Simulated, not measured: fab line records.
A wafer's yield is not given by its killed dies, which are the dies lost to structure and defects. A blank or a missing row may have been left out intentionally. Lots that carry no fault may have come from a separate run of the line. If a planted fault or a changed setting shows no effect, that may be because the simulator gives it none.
fab line records	flow sfq_line
record: lots: 5	wafers: 23
route steps=325 shown M1@63 I1@74 M2@89 I2@107 M3@122
start_h: hours from the record's first day to the start of the lot's first wafer shown	wait_h: hours elapsed since this lot's preceding step	" identical to the entry in the row above	L1.1+2: a single row standing in for several wafers	- no value present, or no start provided	* or withheld: withheld	< > ~ a bound
route shown NAME@n: names a module that has steps shown in the file, with the first one's number in the route	usual: the fault-free wafers' mean and standard deviation	same: alike in all rows	chamber/n: place in a boat	sites: each site's reading	_std_site: how widely they spread, as a standard deviation	_edge_site: mean of outer sites minus mean of inner sites	radius_mm: for every site, how far away it sits from the centre of the wafer	mask NAME#n: copy n	behind: the tool/chamber that last shaped the wafer	hold: why the lot went on hold/how many hours it stayed there/how the hold came to an end	device: whichever transistor did not switch (one of n, p or np)	end of line: the route-end tests of the same wafers	step lacking rows: just its recipe	killed: dies lost to structure and defects at the first sort, not the wafer's yield	map: the dies of a wafer, with x for killed, . for not killed, _ for no die there
set.NAME: the run value of the setting; set.NAME@STEP: its run value at that earlier step	model.NAME: the simulator's own value behind a step, which no gauge read
one table per step and one row per wafer, for lots whose settings were changed on purpose
== steps ==
step: SFQ_TRILAYER_M1_LITHO_COAT_039
recipe: resist: KrF	spin_rpm: 3000	resist_thk_nm: 600
lot.wafer	tool	chamber	start_h	wait_h	set.resist_thk_nm	model.KrF_of_TRILAYER_M1_LITHO_COAT_039.thk_nm
L077.1+5	litho_track-03	0	237.90	0.2	618.2	-
L077.2	"	0	"	"	600	-
L077.3	"	0	"	"	618.2	618.5
L077.4	"	0	"	"	600	600.1
L079.1+6	litho_track-01	0	251.10	0.2	600	-
L079.2	"	0	"	"	633.9	-
L079.3	"	0	"	"	600	602.5
L079.5	"	0	"	"	633.9	637
L080.1	litho_track-01	0	259.50	0.2	600	600.9
L080.2	"	0	"	"	618.5	619.4
L080.3+4	"	0	"	"	600	600.6
L080.6	"	0	"	"	618.5	618.7
L081.2	litho_track-01	0	268.96	0.2	600	602.2
L081.3	"	0	"	"	584.9	587.1
L081.4	"	0	"	"	584.9	-
L081.5	"	0	"	"	600	-
L081.6	"	0	"	"	600	601.6
L083.2	litho_track-03	0	284.97	0.2	600	601.5
L083.4	"	0	"	"	600	600.9
L083.5	"	0	"	"	600	601.4
step: SFQ_TRILAYER_M1_LITHO_SOFTBAKE_043
recipe: temp_c: withheld	time_s: withheld	resist: KrF
step: SFQ_TRILAYER_M1_LITHO_EXPOSE_040
recipe: mask_id: M1	na: 0.6	source_shape: conventional	sigma_outer: 0.65	target_cd_nm: 500	dose_mj: 14.4
step: SFQ_TRILAYER_M1_LITHO_DEVELOP_041
recipe: time_s: 60	resist: KrF
step: SFQ_TRILAYER_M1_BARC_OPEN_METAL_ETCH_054
recipe: mask_material: PR	chemistry: O2	target_depth_nm: 125	target: BARC	icp_w: 600	bias_w: 80	pressure_mtorr: 10	time_s: 41.7
lot.wafer	tool	chamber	start_h	wait_h	set.resist_thk_nm@TRILAYER_M1_LITHO_COAT_039	model.KrF_of_TRILAYER_M1_LITHO_COAT_039.thk_nm
L077.1+5	rie_metal-01	1,0	326.64	0.0	618.2	-
L077.2	"	0	"	"	600	-
L077.3	"	0	"	"	618.2	541.2
L077.4	"	1	"	"	600	523.7
L079.1+6	rie_metal-01	0	343.54	0.0	600	-
L079.2	"	1	"	"	633.9	-
L079.3	"	1	"	"	600	526.7
L079.5	"	1	"	"	633.9	561.1
L080.1	rie_metal-04	0	354.34	0.0	600	524
L080.2	"	1	"	"	618.5	542.1
L080.3	"	0	"	"	600	523.8
L080.4	"	1	"	"	600	523.2
L080.6	"	0	"	"	618.5	542
L081.2	rie_metal-01	0	364.42	0.0	600	524.9
L081.3	"	1	"	"	584.9	511.6
L081.4	"	0	"	"	584.9	-
L081.5	"	1	"	"	600	-
L081.6	"	0	"	"	600	524.8
L083.2	rie_metal-03	0	382.86	0.0	600	525.4
L083.4	"	1	"	"	600	525
L083.5	"	0	"	"	600	524.8
step: SFQ_TRILAYER_M1_ETCH_METAL_ETCH_042
recipe: target: Nb	stop_on: SiO2	mask_material: PR	chemistry: Cl2/Ar	target_depth_nm: 240	icp_w: 600	bias_w: 80	pressure_mtorr: 10	time_s: 120
usual: oes_product_au: 0.894/0.0071
lot.wafer	tool	chamber	start_h	wait_h	set.icp_w	set.power_w@TRILAYER_M1_DEP_SPUTTER_037	set.resist_thk_nm@TRILAYER_M1_LITHO_COAT_039	oes_product_au	model.KrF_of_TRILAYER_M1_LITHO_COAT_039.thk_nm
L077.1	rie_metal-01	1	326.70	0.0	600	2140	618.2	0.920	-
L077.2	"	0	"	"	575	2140	600	0.938	-
L077.3	"	0	"	"	575	2000	618.2	0.891	405.5
L077.4	"	1	"	"	600	2000	600	0.889	384.7
L077.5	"	0	"	"	600	2140	618.2	0.928	-
L079.1	rie_metal-01	0	343.60	0.0	636.3	2178	600	0.947	-
L079.2	"	1	"	"	600	2178	633.9	0.930	-
L079.3	"	1	"	"	600	2000	600	0.882	387.5
L079.5	"	1	"	"	600	2000	633.9	0.884	421.9
L079.6	"	0	"	"	636.3	2178	600	0.934	-
L080.1	rie_metal-04	0	354.40	0.0	600	2000	600	0.890	383.4
L080.2	"	1	"	"	600	2000	618.5	0.901	400.3
L080.3	"	0	"	"	600	2000	600	0.888	383.5
L080.4	"	1	"	"	600	2000	600	0.901	381.1
L080.6	"	0	"	"	600	2000	618.5	0.891	400.4
L081.2	rie_metal-01	0	364.50	0.1	619	2000	600	0.893	377.8
L081.3	"	1	"	"	600	2000	584.9	0.900	372.6
L081.4	"	0	"	"	619	2235	584.9	0.953	-
L081.5	"	1	"	"	600	2235	600	0.959	-
L081.6	"	0	"	"	619	2000	600	0.898	378.3
L083.2	rie_metal-03	0	382.92	0.0	600	2000	600	0.902	384.4
L083.4	"	1	"	"	600	2000	600	0.898	387.3
L083.5	"	0	"	"	600	2000	600	0.908	385
step: SFQ_TRILAYER_I1_CMP_CMP_046
recipe: material: SiO2	down_force_psi: 3	platen_rpm: 60	pad_velocity_m_s: 0.94248
lot.wafer	tool	chamber	start_h	wait_h	set.leave_above_ref_nm	model.SiO2_of_TRILAYER_I1_DEP_PECVD_045.thk_nm
L077.1	cmp-02	3	329.43	1.8	200	200.3
L077.2	"	0	"	"	200	200.9
L077.3	"	1	"	"	200	200
L077.4	"	2	"	"	212.4	213.9
L077.5	"	0	331.93	4.2	212.4	213.2
L079.3+1	cmp-01	1,0	352.79	8.2	195.8	195.1
L079.2	"	2	"	"	195.8	194.6
L079.5	"	1	354.79	10.2	200	198.6
L079.6	"	2	"	"	200	200.1
L080.2	cmp-01	1	368.33	13.0	200	199.2
L080.1	"	2	"	"	194.2	192.9
L080.4	"	3	"	"	200	200.6
L080.3	"	0	"	"	200	199.3
L080.6	"	1	"	"	194.2	193.6
L081.2	cmp-01	1	377.33	11.7	200	197.7
L081.3	"	2	"	"	200	199.1
L081.4	"	3	"	"	200	199.6
L081.6	"	1	379.33	13.6	200	198.2
L081.5	"	2	"	"	200	198.9
L083.2	cmp-01	2	392.33	8.5	200	200.3
L083.4	"	1	393.83	9.9	200	200.4
L083.5	"	3	394.83	10.9	200	200.9
step: SFQ_TRILAYER_I1_METRO_MEASURE_047
usual: thk_nm: 199.7/0.93
lot.wafer	tool	chamber	start_h	wait_h	set.leave_above_ref_nm@TRILAYER_I1_CMP_CMP_046	thk_nm
L077.1	film_metro-02	-	332.55	0.1	200	200.2
L077.2	"	-	"	"	200	200.9
L077.3	"	-	"	"	200	200.0
L077.4	"	-	"	"	212.4	214.0
L077.5	"	-	"	"	212.4	213.1
L079.1	film_metro-02	-	355.91	0.1	195.8	195.1
L079.2	"	-	"	"	195.8	194.5
L079.3	"	-	"	"	195.8	195.1
L079.5	"	-	"	"	200	198.5
L079.6	"	-	"	"	200	200.0
L080.1	film_metro-02	-	371.45	0.1	194.2	192.9
L080.2	"	-	"	"	200	199.3
L080.3	"	-	"	"	200	199.4
L080.4	"	-	"	"	200	200.6
L080.6	"	-	"	"	194.2	193.5
L081.2	film_metro-01	-	380.65	0.3	200	197.7
L081.3	"	-	"	"	200	199.2
L081.4	"	-	"	"	200	199.7
L081.5	"	-	"	"	200	198.9
L081.6	"	-	"	"	200	198.3
L083.2	film_metro-01	-	395.65	0.3	200	200.2
L083.4	"	-	"	"	200	200.2
L083.5	"	-	"	"	200	200.8
step: SFQ_TRILAYER_I1_VIA_BARC_OPEN_VIA_ETCH_071
recipe: mask_material: PR	chemistry: O2	target_depth_nm: 125	target: BARC	source_w: 500	bias_w: 80	pressure_mtorr: 30	time_s: 41.7
lot.wafer	tool	chamber	start_h	wait_h	set.time_s	model.KrF_of_TRILAYER_I1_VIA_LITHO_COAT_049.thk_nm
L077.1	rie_diel-02	0	378.19	0.0	41.7	569.7
L077.2	"	3	"	"	41.7	571.2
L077.3	"	2	"	"	45.58	567.7
L077.4	"	1	"	"	45.58	563.8
L077.5	"	2	"	"	45.58	564.4
L079.1	rie_diel-03	1	400.54	0.0	45.77	567.4
L079.2	"	0	"	"	45.77	568.1
L079.3	"	2	"	"	41.7	577.2
L079.5	"	1	"	"	41.7	573
L079.6	"	2	"	"	41.7	573.9
L080.1	rie_diel-03	2	416.24	0.0	41.7	569.1
L080.2	"	1	"	"	36.99	574
L080.3+6	"	3,2	"	"	36.99	575
L080.4	"	1	"	"	41.7	570.8
L081.2	rie_diel-02	0	424.64	0.0	44.51	572.2
L081.3	"	2	"	"	41.7	576.9
L081.4	"	0	"	"	41.7	577.9
L081.5	"	3	"	"	41.7	576.4
L081.6	"	2	"	"	44.51	573.2
L083.2	rie_diel-01	1	441.24	0.0	41.7	573.4
L083.4	"	0	"	"	41.7	573.1
L083.5	"	1	"	"	41.7	574.7
step: SFQ_TRILAYER_I1_VIA_ETCH_VIA_ETCH_052
recipe: target: SiO2	stop_on: Nb	mask_material: PR	taper_deg: 20	chemistry: CHF3	target_depth_nm: 260	source_w: 500	bias_w: 81.47	pressure_mtorr: 30	time_s: withheld
usual: oes_product_au: 0.854/0.0048
lot.wafer	tool	chamber	start_h	wait_h	set.leave_above_ref_nm@TRILAYER_I1_CMP_CMP_046	set.time_s@TRILAYER_I1_VIA_BARC_OPEN_VIA_ETCH_071	oes_product_au	model.KrF_of_TRILAYER_I1_VIA_LITHO_COAT_049.thk_nm	model.I1.feature_depth_nm
L077.1	rie_diel-02	0	378.23	0.0	200	*	0.857	525.6	200.4
L077.2	"	3	"	"	200	*	0.863	526.6	201.1
L077.3	"	2	"	"	200	*	0.849	523.4	200.1
L077.4	"	1	"	"	212.4	*	0.892	519	214
L077.5	"	2	"	"	212.4	*	0.885	520.4	213.2
L079.1	rie_diel-03	1	400.58	0.0	195.8	*	0.845	522	195.2
L079.2	"	0	"	"	195.8	*	0.839	523.3	194.7
L079.3	"	2	"	"	195.8	*	0.842	533.1	195.2
L079.5	"	1	"	"	200	*	0.846	527.4	198.8
L079.6	"	2	"	"	200	*	0.854	529.7	200.3
L080.1	rie_diel-03	2	416.28	0.0	194.2	*	0.839	524.2	193
L080.2	"	1	"	"	200	*	0.846	528.3	199.4
L080.3	"	3	"	"	200	*	0.854	529.4	199.5
L080.4	"	1	"	"	200	*	0.854	525	200.8
L080.6	"	2	"	"	194.2	*	0.844	530.5	193.8
L081.2	rie_diel-02	0	424.68	0.0	200	*	0.854	528	197.8
L081.3	"	2	"	"	200	*	0.857	532.8	199.3
L081.4	"	0	"	"	200	*	0.867	534.1	199.7
L081.5	"	3	"	"	200	*	0.863	531.7	199
L081.6	"	2	"	"	200	*	0.848	528.9	198.3
L083.2	rie_diel-01	1	441.28	0.0	200	*	0.856	528.9	200.4
L083.4	"	0	"	"	200	*	0.859	528.5	200.5
L083.5	"	1	"	"	200	*	0.864	529.9	201.1
step: SFQ_TRILAYER_M2_DEP_SPUTTER_055
recipe: material: Nb	base_pressure_pa: 1.33e-06	chamber_pressure_pa: 0.1333	substrate_temp_c: 20	resputter_cathode_voltage_v: 400	target_thk_nm: 200	power_w: 2000	time_s: 133.3
lot.wafer	tool	chamber	start_h	wait_h	set.time_s	model.Nb_of_TRILAYER_M2_DEP_SPUTTER_055.thk_nm
L077.1	pvd_sputter-04	-	379.15	0.0	114.4	170
L077.2	"	-	"	"	133.3	198.4
L077.3	"	-	"	"	133.3	196
L077.4	"	-	"	"	133.3	198.6
L077.5	"	-	"	"	114.4	170.3
L079.1	pvd_sputter-04	-	401.50	0.0	133.3	198.8
L079.2	"	-	"	"	144.3	218.5
L079.3	"	-	"	"	144.3	216.2
L079.5	"	-	"	"	133.3	200.3
L079.6	"	-	"	"	144.3	216.6
L080.1	pvd_sputter-03	-	417.20	0.0	133.3	200.5
L080.2	"	-	"	"	133.3	203.3
L080.3	"	-	"	"	140	213.1
L080.4	"	-	"	"	133.3	202.3
L080.6	"	-	"	"	140	212.9
L081.2	pvd_sputter-03	-	425.61	0.0	124.1	189.2
L081.3	"	-	"	"	124.1	188.4
L081.4	"	-	"	"	133.3	204.4
L081.5	"	-	"	"	133.3	201.1
L081.6	"	-	"	"	133.3	203.6
L083.2	pvd_sputter-04	-	442.20	0.0	133.3	199.3
L083.4	"	-	"	"	133.3	198.5
L083.5	"	-	"	"	133.3	196.3
step: SFQ_M2_RS_MEAS_914
recipe: thk_meas_gauge: four-point-probe	reads: Nb_of_TRILAYER_M2_DEP_SPUTTER_055
usual: M2_NB_RS: 0.888/0.0098
lot.wafer	tool	chamber	start_h	wait_h	set.time_s@TRILAYER_M2_DEP_SPUTTER_055	M2_NB_RS[ohm/sq]
L077.1	film_metro-03	-	379.24	0.0	114.4	1.049
L077.2	"	-	"	"	133.3	0.897
L077.3	"	-	"	"	133.3	0.906
L077.4	"	-	"	"	133.3	0.895
L077.5	"	-	"	"	114.4	1.045
L079.1	film_metro-04	-	401.59	0.0	133.3	0.895
L079.2	"	-	"	"	144.3	0.812
L079.3	"	-	"	"	144.3	0.820
L079.5	"	-	"	"	133.3	0.887
L079.6	"	-	"	"	144.3	0.820
L080.1	film_metro-01	-	417.29	0.0	133.3	0.890
L080.2	"	-	"	"	133.3	0.877
L080.3	"	-	"	"	140	0.835
L080.4	"	-	"	"	133.3	0.879
L080.6	"	-	"	"	140	0.837
L081.2	film_metro-03	-	425.72	0.1	124.1	0.940
L081.3	"	-	"	"	124.1	0.943
L081.4	"	-	"	"	133.3	0.869
L081.5	"	-	"	"	133.3	0.882
L081.6	"	-	"	"	133.3	0.872
L083.2	film_metro-04	-	442.31	0.1	133.3	0.891
L083.4	"	-	"	"	133.3	0.895
L083.5	"	-	"	"	133.3	0.903
step: SFQ_TRILAYER_M2_LITHO_COAT_057
recipe: resist: KrF	spin_rpm: 3000	resist_thk_nm: 600
lot.wafer	tool	chamber	start_h	wait_h	set.spin_rpm	model.KrF_of_TRILAYER_M2_LITHO_COAT_057.thk_nm
L077.1+5	litho_track-03	0	379.72	0.2	3000	-
L077.2+4	"	0	"	"	2895	610.7
L077.3	"	0	"	"	3000	601.2
L079.1	litho_track-04	0	402.07	0.2	2785	622.8
L079.2+6	"	0	"	"	3000	-
L079.3	"	0	"	"	2785	-
L079.5	"	0	"	"	2785	623.7
L080.1	litho_track-03	0	417.77	0.2	3000	599.7
L080.2	"	0	"	"	2832	616.6
L080.3	"	0	"	"	2832	618
L080.4	"	0	"	"	3000	598.8
L080.6	"	0	"	"	3000	598.2
L081.2	litho_track-02	0	426.23	0.2	2783	-
L081.3	"	0	"	"	3000	-
L081.4	"	0	"	"	3000	599
L081.5	"	0	"	"	2783	621.1
L081.6	"	0	"	"	3000	599.7
L083.2	litho_track-02	0	442.82	0.2	3000	598.3
L083.4	"	0	"	"	3000	598.9
L083.5	"	0	"	"	3000	600.1
step: SFQ_TRILAYER_M2_BARC_OPEN_METAL_ETCH_077
recipe: mask_material: PR	chemistry: O2	target_depth_nm: 125	target: BARC	icp_w: 600	bias_w: 80	pressure_mtorr: 10	time_s: 41.7
lot.wafer	tool	chamber	start_h	wait_h	set.bias_w
L077.1+2+5	rie_metal-04	1,0,1	496.43	0.0	71.46
L077.3+4	"	0,1	"	"	80
L079.1+2+3+5+6	rie_metal-02	1,0,0,0,1	521.73	0.0	80
L080.1+2	rie_metal-04	0,1	536.13	0.0	80
L080.3+4+6	"	1,0,1	"	"	70.59
L081.2+4	rie_metal-02	1,0	545.73	0.0	80
L081.3+5+6	"	1,1,0	"	"	75.36
L083.2+4+5	rie_metal-04	1,0,1	576.00	0.0	80
step: SFQ_TRILAYER_M2_ETCH_METAL_ETCH_060
recipe: target: Nb	stop_on: SiO2	mask_material: PR	chemistry: Cl2/Ar	target_depth_nm: 240	icp_w: 600	bias_w: 80	pressure_mtorr: 10	time_s: 120
usual: oes_product_au: 0.893/0.007
lot.wafer	tool	chamber	start_h	wait_h	set.time_s@TRILAYER_M2_DEP_SPUTTER_055	set.spin_rpm@TRILAYER_M2_LITHO_COAT_057	oes_product_au	model.KrF_of_TRILAYER_M2_LITHO_COAT_057.thk_nm
L077.1	rie_metal-04	1	496.49	0.0	114.4	3000	0.812	-
L077.2	"	0	"	"	133.3	2895	0.888	392.8
L077.3	"	0	"	"	133.3	3000	0.886	381.5
L077.4	"	1	"	"	133.3	2895	0.891	388.7
L077.5	"	1	"	"	114.4	3000	0.820	-
L079.1	rie_metal-02	1	521.79	0.0	133.3	2785	0.894	409.4
L079.2	"	0	"	"	144.3	3000	0.941	-
L079.3	"	0	"	"	144.3	2785	0.932	-
L079.5	"	0	"	"	133.3	2785	0.890	410.1
L079.6	"	1	"	"	144.3	3000	0.928	-
L080.1	rie_metal-04	0	536.19	0.0	133.3	3000	0.899	379.9
L080.2	"	1	"	"	133.3	2832	0.902	394.4
L080.3	"	1	"	"	140	2832	0.930	396.7
L080.4	"	0	"	"	133.3	3000	0.903	378.8
L080.6	"	1	"	"	140	3000	0.925	377.2
L081.2	rie_metal-02	1	545.79	0.0	124.1	2783	0.864	-
L081.3	"	1	"	"	124.1	3000	0.861	-
L081.4	"	0	"	"	133.3	3000	0.900	383.9
L081.5	"	1	"	"	133.3	2783	0.899	407
L081.6	"	0	"	"	133.3	3000	0.905	384.8
L083.2	rie_metal-04	1	576.06	0.0	133.3	3000	0.897	376.4
L083.4	"	0	"	"	133.3	3000	0.887	376.2
L083.5	"	1	"	"	133.3	3000	0.889	379.5
step: SFQ_TRILAYER_I2_VIA_LITHO_COAT_072
recipe: resist: BARC	spin_rpm: 3000	resist_thk_nm: 62
lot.wafer	tool	chamber	start_h	wait_h	set.resist_thk_nm	model.BARC_of_TRILAYER_I2_VIA_LITHO_COAT_072.thk_nm
L077.1	litho_track-03	0	510.41	1.0	62	62.22
L077.2	"	0	"	"	62	62.21
L077.3	"	0	"	"	62	62.24
L077.4	"	0	"	"	62	62.15
L077.5	"	0	"	"	62	62.2
L079.1	litho_track-02	0	532.49	1.0	64.72	64.74
L079.2	"	0	"	"	64.72	64.86
L079.3	"	0	"	"	62	62.17
L079.5	"	0	"	"	64.72	64.9
L079.6	"	0	"	"	62	61.99
L080.1	litho_track-01	0	546.41	1.0	62	62.24
L080.2	"	0	"	"	65.51	65.65
L080.3	"	0	"	"	62	62.22
L080.4	"	0	"	"	65.51	65.39
L080.6	"	0	"	"	65.51	65.64
L081.2	litho_track-02	0	555.46	0.8	64.06	64.13
L081.3	"	0	"	"	64.06	64.03
L081.4	"	0	"	"	64.06	64.07
L081.5	"	0	"	"	62	62.03
L081.6	"	0	"	"	62	62.05
L083.2	litho_track-01	0	589.32	0.8	62	62.11
L083.4	"	0	"	"	62	62.07
L083.5	"	0	"	"	62	62.13
step: SFQ_TRILAYER_M3_LITHO_COAT_080
recipe: resist: BARC	spin_rpm: 3000	resist_thk_nm: 62
lot.wafer	tool	chamber	start_h	wait_h	set.spin_rpm	model.BARC_of_TRILAYER_M3_LITHO_COAT_080.thk_nm
L077.1	litho_track-03	0	544.47	0.1	3000	61.86
L077.2	"	0	"	"	2902	63.12
L077.3	"	0	"	"	3000	62.09
L077.4	"	0	"	"	2902	62.98
L077.5	"	0	"	"	2902	63.18
L079.1	litho_track-01	0	563.67	0.1	3000	62.03
L079.2	"	0	"	"	3000	62.14
L079.3	"	0	"	"	3000	61.95
L079.5	"	0	"	"	2938	62.84
L079.6	"	0	"	"	2938	62.76
L080.1	litho_track-01	0	575.74	0.1	3000	62.11
L080.2	"	0	"	"	2929	62.52
L080.3	"	0	"	"	3000	62.06
L080.4	"	0	"	"	2929	62.89
L080.6	"	0	"	"	3000	61.87
L081.2+3	litho_track-03	0	581.27	0.1	3000	61.93
L081.4	"	0	"	"	3000	62.06
L081.5	"	0	"	"	3000	62.18
L081.6	"	0	"	"	3000	61.9
L083.2	litho_track-01	0	604.77	0.1	3000	62.33
L083.4	"	0	"	"	3000	62.12
L083.5	"	0	"	"	3000	62.02
== key ==
split: step: SFQ_TRILAYER_M1_LITHO_COAT_039	setting: resist_thk_nm	stated: 600	by: wafer
response: step: SFQ_TRILAYER_M1_LITHO_COAT_039	reading: model.KrF_of_TRILAYER_M1_LITHO_COAT_039.thk_nm	change: +6.02	per: 1%	r: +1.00
response: step: SFQ_TRILAYER_M1_BARC_OPEN_METAL_ETCH_054	reading: model.KrF_of_TRILAYER_M1_LITHO_COAT_039.thk_nm	change: +5.91	per: 1%	r: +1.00
response: step: SFQ_TRILAYER_M1_ETCH_METAL_ETCH_042	reading: model.KrF_of_TRILAYER_M1_LITHO_COAT_039.thk_nm	change: +5.63	per: 1%	r: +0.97
split: step: SFQ_TRILAYER_M1_ETCH_METAL_ETCH_042	setting: icp_w	stated: 600	by: wafer
response none clear
split: step: SFQ_TRILAYER_I1_CMP_CMP_046	setting: leave_above_ref_nm	stated: 200	by: wafer
response: step: SFQ_TRILAYER_I1_CMP_CMP_046	reading: model.SiO2_of_TRILAYER_I1_DEP_PECVD_045.thk_nm	change: +2.14	per: 1%	r: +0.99
response: step: SFQ_TRILAYER_I1_METRO_MEASURE_047	reading: thk_nm	change: +2.15	per: 1%	r: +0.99
response: step: SFQ_TRILAYER_I1_VIA_ETCH_VIA_ETCH_052	reading: oes_product_au	change: +0.00476	per: 1%	r: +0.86
response: step: SFQ_TRILAYER_I1_VIA_ETCH_VIA_ETCH_052	reading: model.I1.feature_depth_nm	change: +2.13	per: 1%	r: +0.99
split: step: SFQ_TRILAYER_I1_VIA_BARC_OPEN_VIA_ETCH_071	setting: time_s	stated: 41.7	by: wafer
response: step: SFQ_TRILAYER_I1_VIA_BARC_OPEN_VIA_ETCH_071	reading: model.KrF_of_TRILAYER_I1_VIA_LITHO_COAT_049.thk_nm	change: -0.562	per: 1%	r: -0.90
response: step: SFQ_TRILAYER_I1_VIA_ETCH_VIA_ETCH_052	reading: model.KrF_of_TRILAYER_I1_VIA_LITHO_COAT_049.thk_nm	change: -0.575	per: 1%	r: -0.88
split: step: SFQ_TRILAYER_M2_DEP_SPUTTER_055	setting: time_s	stated: 133.3	by: wafer
response: step: SFQ_TRILAYER_M2_DEP_SPUTTER_055	reading: model.Nb_of_TRILAYER_M2_DEP_SPUTTER_055.thk_nm	change: +2.01	per: 1%	r: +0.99
response: step: SFQ_M2_RS_MEAS_914	reading: M2_NB_RS	change: -0.00991	per: 1%	r: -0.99
response: step: SFQ_TRILAYER_M2_ETCH_METAL_ETCH_060	reading: oes_product_au	change: +0.00517	per: 1%	r: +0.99
split: step: SFQ_TRILAYER_M2_LITHO_COAT_057	setting: spin_rpm	stated: 3000	by: wafer
response: step: SFQ_TRILAYER_M2_LITHO_COAT_057	reading: model.KrF_of_TRILAYER_M2_LITHO_COAT_057.thk_nm	change: -3.11	per: 1%	r: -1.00
response: step: SFQ_TRILAYER_M2_ETCH_METAL_ETCH_060	reading: model.KrF_of_TRILAYER_M2_LITHO_COAT_057.thk_nm	change: -3.03	per: 1%	r: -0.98
split: step: SFQ_TRILAYER_M2_BARC_OPEN_METAL_ETCH_077	setting: bias_w	stated: 80	by: wafer
response none clear
split: step: SFQ_TRILAYER_I2_VIA_LITHO_COAT_072	setting: resist_thk_nm	stated: 62	by: wafer
response: step: SFQ_TRILAYER_I2_VIA_LITHO_COAT_072	reading: model.BARC_of_TRILAYER_I2_VIA_LITHO_COAT_072.thk_nm	change: +0.605	per: 1%	r: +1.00
split: step: SFQ_TRILAYER_M3_LITHO_COAT_080	setting: spin_rpm	stated: 3000	by: wafer
response: step: SFQ_TRILAYER_M3_LITHO_COAT_080	reading: model.BARC_of_TRILAYER_M3_LITHO_COAT_080.thk_nm	change: -0.335	per: 1%	r: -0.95
split outside_this_file step=SFQ_TRILAYER_M1_DEP_SPUTTER_037 setting=power_w
split outside_this_file: this setting was split too, and the file shows its column; the key of that split is in another file
